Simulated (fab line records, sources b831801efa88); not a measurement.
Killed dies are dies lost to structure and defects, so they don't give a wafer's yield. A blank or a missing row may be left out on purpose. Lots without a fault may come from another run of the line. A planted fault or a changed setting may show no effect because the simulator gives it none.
Problem report in the 8D (eight disciplines) form, filled by code | flow sky130 | the parts of the form that need people (team, actions taken, sign-off) are left out

1. THE PROBLEM
SONOS_ONO_CVD_02_THK at SKY_SONOS_ONO_THK_MEAS_03 reads a mean of 6.19 nm on 9 wafers of 3 lots; wafers without a fault read 10.55 nm with a standard deviation of 0.13. That is -34 standard deviations from the usual mean.
First seen on wafer L635.2, day 15 01:10, on film_metro-03. The record holds 36 wafers of 12 lots with a number at this step. Rule for "out", or "out of limits": more than 4 standard deviations from the usual mean. The other wafers with a number count as sound.

2. WHAT IT IS AND WHAT IT IS NOT
question                    | is                                          | is not
which readings at this step | SONOS_ONO_CVD_02_THK                        | -
which lots                  | L635, L636, L637                            | L625, L627, L628, L632, L634, L645, L646, L647, L648
which wafers of those lots  | all that have a number                      | -
read on which gauges        | film_metro-01, film_metro-03, film_metro-04 | -
when                        | from day 15 01:10                           | up to then (15 sound wafers); but 12 sound wafers of L645, L646, L647, L648 came after

3. SUSPECTS, AND WHAT RULES EACH OUT
Counting: a tool at a process step up to the reading stays a suspect if it ran every lot that is out and no sound lot after the first of them.
- the gauge at SKY_SONOS_ONO_THK_MEAS_03: ruled out. The wafers that are out were read on 3 gauges (film_metro-01, film_metro-03, film_metro-04).
- lpcvd-02 at SKY_SONOS_ONO_CVD_02 (deposits Si3N4 from DCS/NH3, target thk 10.5 nm, time 180 s): ruled out as a lasting fault. Sound lots L645, L646, L647, L648 ran on it after its first lot that is out, L635 (day 15 00:06).
Left after counting: nothing in the record.

4. THE CAUSE (what the simulator had put in)
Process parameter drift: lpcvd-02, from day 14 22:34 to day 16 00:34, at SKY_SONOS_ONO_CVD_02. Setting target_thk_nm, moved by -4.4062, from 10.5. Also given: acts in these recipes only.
Counting ruled it out, wrongly: the rule takes a fault to strike every lot that its tool runs from its start on, and this one did not.

5. THE CHAIN OF EFFECTS, in route order
Each row: a reading whose mean over the struck wafers that have a number lies more than 3 standard deviations from the usual. Only readings for which the record gives a usual standard deviation are gone through. hours: the time from each lot's start at the first step in this table that gives one to its start at this step, as a median over the lots. sigmas: the change in usual standard deviations.
hours | step                      | reading              | usual    | on struck wafers | change | sigmas
0     | SKY_SONOS_ONO_THK_MEAS_03 | SONOS_ONO_CVD_02_THK | 10.55 nm | 6.19             | -4.36  | -34

6. WHAT WOULD HAVE CAUGHT IT SOONER
In this record the first reading out of limits at a measuring or inspecting step was taken at day 15 01:10, 3 hours after the fault began at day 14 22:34.
Of the tool readings at SKY_SONOS_ONO_CVD_02 for which the record gives a usual standard deviation, none was out on any struck wafer, so an alarm limit of 4 standard deviations on them would not have fired.
